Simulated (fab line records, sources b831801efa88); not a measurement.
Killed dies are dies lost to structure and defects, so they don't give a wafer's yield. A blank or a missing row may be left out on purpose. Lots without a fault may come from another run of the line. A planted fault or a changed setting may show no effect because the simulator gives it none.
Which tool did it? | flow gf180mcu | 24 lots, 72 wafers sampled, at 4 steps of a route of 602

WHAT THE GAUGES READ, wafer by wafer
GF_MIM_THK_MEAS_06.
lot  | measured     | on            | MIM_CVD_05_THK (nm)
L074 | day 24 15:56 | film_metro-04 | 41.4 42.1 42.4
L075 | day 24 19:41 | film_metro-01 | 42.3 41.9 42.5
L076 | day 25 11:26 | film_metro-02 | 42.6 41.9 42.4
L077 | day 25 14:32 | film_metro-01 | 41.6 42.2 42.9
L078 | day 25 22:50 | film_metro-02 | 40.1 41.3 41.9
L079 | day 26 10:32 | film_metro-01 | 41.6 41.4 41.9
L080 | day 26 17:03 | film_metro-02 | 41.4 41.5 41.1
L081 | day 27 02:28 | film_metro-01 | 42.3 43.0 42.8
L082 | day 27 09:22 | film_metro-02 | 41.0 42.4 41.7
L083 | day 27 14:35 | film_metro-04 | 42.1 42.5 42.7
L084 | day 28 00:49 | film_metro-01 | 41.8 41.7 42.5
L085 | day 28 05:56 | film_metro-04 | 41.9 41.5 41.8
L086 | day 28 15:05 | film_metro-04 | 40.8 40.9 41.0
L087 | day 28 21:07 | film_metro-01 | 42.0 41.3 42.6
L088 | day 29 03:47 | film_metro-04 | 41.6 41.5 42.7
L089 | day 29 13:17 | film_metro-02 | 42.0 42.0 42.4
L090 | day 29 16:23 | film_metro-04 | 41.8 42.4 42.1
L091 | day 29 23:40 | film_metro-01 | 42.6 41.7 42.9
L092 | day 30 07:35 | film_metro-04 | 41.8 41.7 42.1
L093 | day 30 12:47 | film_metro-01 | 41.8 42.2 42.6
L094 | day 30 19:53 | film_metro-02 | 41.9 41.9 42.3
L095 | day 31 00:41 | film_metro-04 | 41.6 42.0 42.6
L096 | day 31 09:42 | film_metro-01 | 42.0 41.6 41.7
L097 | day 31 12:48 | film_metro-01 | 42.4 42.4 42.9

GF_MIM_RS_MEAS_10: measures by four-point-probe.
lot  | measured     | on            | MIM_ALCU_RS (ohm/sq)
L074 | day 24 16:07 | film_metro-02 | 0.1558 0.1573 0.1571
L075 | day 24 19:51 | film_metro-02 | 0.1584 0.1594 0.1580
L076 | day 25 11:37 | film_metro-04 | 0.1573 0.1581 0.1584
L077 | day 25 14:43 | film_metro-04 | 0.1611 0.1597 0.1592
L078 | day 25 22:59 | film_metro-04 | 0.1625 0.1608 0.1629
L079 | day 26 10:42 | film_metro-01 | 0.1615 0.1598 0.1641
L080 | day 26 17:13 | film_metro-02 | 0.1606 0.1611 0.1607
L081 | day 27 02:38 | film_metro-02 | 0.1610 0.1586 0.1600
L082 | day 27 09:32 | film_metro-01 | 0.1573 0.1557 0.1564
L083 | day 27 14:44 | film_metro-01 | 0.1592 0.1572 0.1601
L084 | day 28 00:58 | film_metro-04 | 0.1598 0.1561 0.1587
L085 | day 28 06:06 | film_metro-01 | 0.1584 0.1593 0.1601
L086 | day 28 15:14 | film_metro-01 | 0.1613 0.1602 0.1625
L087 | day 28 21:16 | film_metro-04 | 0.1607 0.1597 0.1599
L088 | day 29 03:58 | film_metro-01 | 0.1542 0.1558 0.1560
L089 | day 29 13:28 | film_metro-04 | 0.1576 0.1611 0.1598
L090 | day 29 16:34 | film_metro-02 | 0.1608 0.1612 0.1602
L091 | day 29 23:50 | film_metro-04 | 0.1605 0.1599 0.1613
L092 | day 30 07:45 | film_metro-01 | 0.1563 0.1574 0.1562
L093 | day 30 12:56 | film_metro-04 | 0.1625 0.1616 0.1605
L094 | day 30 20:05 | film_metro-04 | 0.1602 0.1566 0.1596
L095 | day 31 00:50 | film_metro-01 | 0.1618 0.1607 0.1610
L096 | day 31 09:52 | film_metro-04 | 0.1599 0.1572 0.1588
L097 | day 31 12:59 | film_metro-04 | 0.1604 0.1607 0.1622

WHICH TOOL RAN EACH LOT (tool, then ch and the chambers of the sampled wafers, then the start)
lot  | GF_V2_CMP_04                  | GF_MIM_SPUTTER_07
L074 | cmp-01 ch 2,3, day 19 10:27   | pvd_sputter-02, day 24 15:58
L075 | cmp-01 ch 0,1,2, day 19 14:40 | pvd_sputter-01, day 24 19:44
L076 | cmp-02 ch 1,2, day 20 07:43   | pvd_sputter-02, day 25 11:28
L077 | cmp-01 ch 0,1,3, day 20 11:41 | pvd_sputter-04, day 25 14:34
L078 | cmp-01 ch 0,1, day 20 22:20   | pvd_sputter-04, day 25 22:53
L079 | cmp-02 ch 1,2,3, day 21 10:16 | pvd_sputter-04, day 26 10:35
L080 | cmp-01 ch 0,2,3, day 21 17:41 | pvd_sputter-04, day 26 17:07
L081 | cmp-02 ch 0,1, day 22 04:09   | pvd_sputter-01, day 27 02:31
L082 | cmp-02 ch 0,1, day 22 12:29   | pvd_sputter-04, day 27 09:24
L083 | cmp-01 ch 2,3, day 22 18:43   | pvd_sputter-04, day 27 14:38
L084 | cmp-01 ch 0,1,3, day 23 07:35 | pvd_sputter-02, day 28 00:52
L085 | cmp-02 ch 1,2, day 23 11:49   | pvd_sputter-02, day 28 05:59
L086 | cmp-01 ch 2,3, day 23 22:25   | pvd_sputter-04, day 28 15:08
L087 | cmp-01 ch 0,1,2, day 24 04:01 | pvd_sputter-01, day 28 21:10
L088 | cmp-01 ch 1,2,3, day 24 11:27 | pvd_sputter-02, day 29 03:50
L089 | cmp-02 ch 1,2,3, day 24 21:15 | pvd_sputter-02, day 29 13:19
L090 | cmp-01 ch 0,1,3, day 25 02:02 | pvd_sputter-01, day 29 16:25
L091 | cmp-02 ch 0,3, day 25 08:53   | pvd_sputter-01, day 29 23:43
L092 | cmp-01 ch 2,3, day 25 18:52   | pvd_sputter-04, day 30 07:38
L093 | cmp-02 ch 0,1, day 26 00:39   | pvd_sputter-04, day 30 12:50
L094 | cmp-02 ch 1,2, day 26 07:50   | pvd_sputter-02, day 30 19:56
L095 | cmp-02 ch 1,2, day 26 15:04   | pvd_sputter-01, day 31 00:44
L096 | cmp-01 ch 0,2, day 27 00:52   | pvd_sputter-02, day 31 09:46
L097 | cmp-01 ch 0,1, day 27 03:49   | pvd_sputter-04, day 31 12:50
- GF_V2_CMP_04: polishes SiO2.
- GF_MIM_SPUTTER_07: material TiN, target thk 60 nm, time 50 s.

WHAT THE TOOLS THEMSELVES READ (means of the sampled wafers that have a number; where no wafer has one, the mark that the record gives instead)
GF_V2_CMP_04.
lot  | tool   | head_pressure_psi (psi) | motor_current_A (A) | slurry_filter_dp_kPa (kPa) | time_to_endpoint_s (s)
L074 | cmp-01 | 3.998                   | 12.2                | 13.50                      | 80
L075 | cmp-01 | 3.999                   | 11.7                | 13.53                      | 85
L076 | cmp-02 | 4.001                   | 11.6                | 13.47                      | 84
L077 | cmp-01 | 4.002                   | 12.1                | 13.33                      | 77
L078 | cmp-01 | 3.989                   | 11.7                | 13.51                      | 84
L079 | cmp-02 | 4.005                   | 12.1                | 13.44                      | 71
L080 | cmp-01 | 3.996                   | 12.2                | 13.47                      | 83
L081 | cmp-02 | 4.004                   | 13.2                | 13.59                      | 79
L082 | cmp-02 | 3.998                   | 11.5                | 13.51                      | 83
L083 | cmp-01 | 3.995                   | 12.4                | 13.46                      | 82
L084 | cmp-01 | 4.002                   | 12.2                | 13.48                      | 72
L085 | cmp-02 | 4.007                   | 12.1                | 13.39                      | 78
L086 | cmp-01 | 3.987                   | 12.4                | 13.61                      | 78
L087 | cmp-01 | 3.995                   | 11.6                | 13.49                      | 76
L088 | cmp-01 | 4.006                   | 11.7                | 13.51                      | 80
L089 | cmp-02 | 4.006                   | 12.0                | 13.51                      | 80
L090 | cmp-01 | 3.996                   | 12.2                | 13.45                      | 79
L091 | cmp-02 | 4.004                   | 12.9                | 13.62                      | 83
L092 | cmp-01 | 4.002                   | 12.1                | 13.61                      | 80
L093 | cmp-02 | 4.001                   | 12.9                | 13.56                      | 78
L094 | cmp-02 | 3.994                   | 11.6                | 13.45                      | 79
L095 | cmp-02 | 3.999                   | 12.4                | 13.45                      | 76
L096 | cmp-01 | 4.007                   | 12.2                | 13.39                      | 73
L097 | cmp-01 | 3.989                   | 12.0                | 13.50                      | 80

GF_MIM_SPUTTER_07.
lot  | tool           | throttle_valve_pct (%)
L074 | pvd_sputter-02 | 30.6
L075 | pvd_sputter-01 | 30.0
L076 | pvd_sputter-02 | 30.6
L077 | pvd_sputter-04 | 29.1
L078 | pvd_sputter-04 | 29.1
L079 | pvd_sputter-04 | 30.0
L080 | pvd_sputter-04 | 29.7
L081 | pvd_sputter-01 | 29.2
L082 | pvd_sputter-04 | 28.7
L083 | pvd_sputter-04 | 29.9
L084 | pvd_sputter-02 | 30.0
L085 | pvd_sputter-02 | 30.6
L086 | pvd_sputter-04 | 29.4
L087 | pvd_sputter-01 | 29.4
L088 | pvd_sputter-02 | 30.8
L089 | pvd_sputter-02 | 30.5
L090 | pvd_sputter-01 | 29.1
L091 | pvd_sputter-01 | 29.3
L092 | pvd_sputter-04 | 29.5
L093 | pvd_sputter-04 | 29.5
L094 | pvd_sputter-02 | 30.1
L095 | pvd_sputter-01 | 29.9
L096 | pvd_sputter-02 | 30.5
L097 | pvd_sputter-04 | 29.1

THE ANSWER, worked out from the rows above alone
Rule: what is usual is taken from the lots themselves. Put in order of their means at a reading, lots are off if they are a third of the lots or fewer, leave a main group of 4 or more, and stand apart from it by a gap of 3 or more times the standard deviation of the main group's means; of several such gaps the widest counts. A main group whose means are all the same, to the digits that the tables above print for the reading, isn't used. A lot without any number at a reading at which 4 lots or more have one is off too. The other lots that the step has rows for count as sound. The gauges are gone through in route order, then the tools' own readings, and for those a lot's mean is taken as printed above. The first step at which some lot is off is used, and at that step the reading that is off furthest; a lot without a number counts as furthest.
No lot is off at any reading shown: from this, nothing can be told.

WHAT THE SIMULATOR HAD PUT IN
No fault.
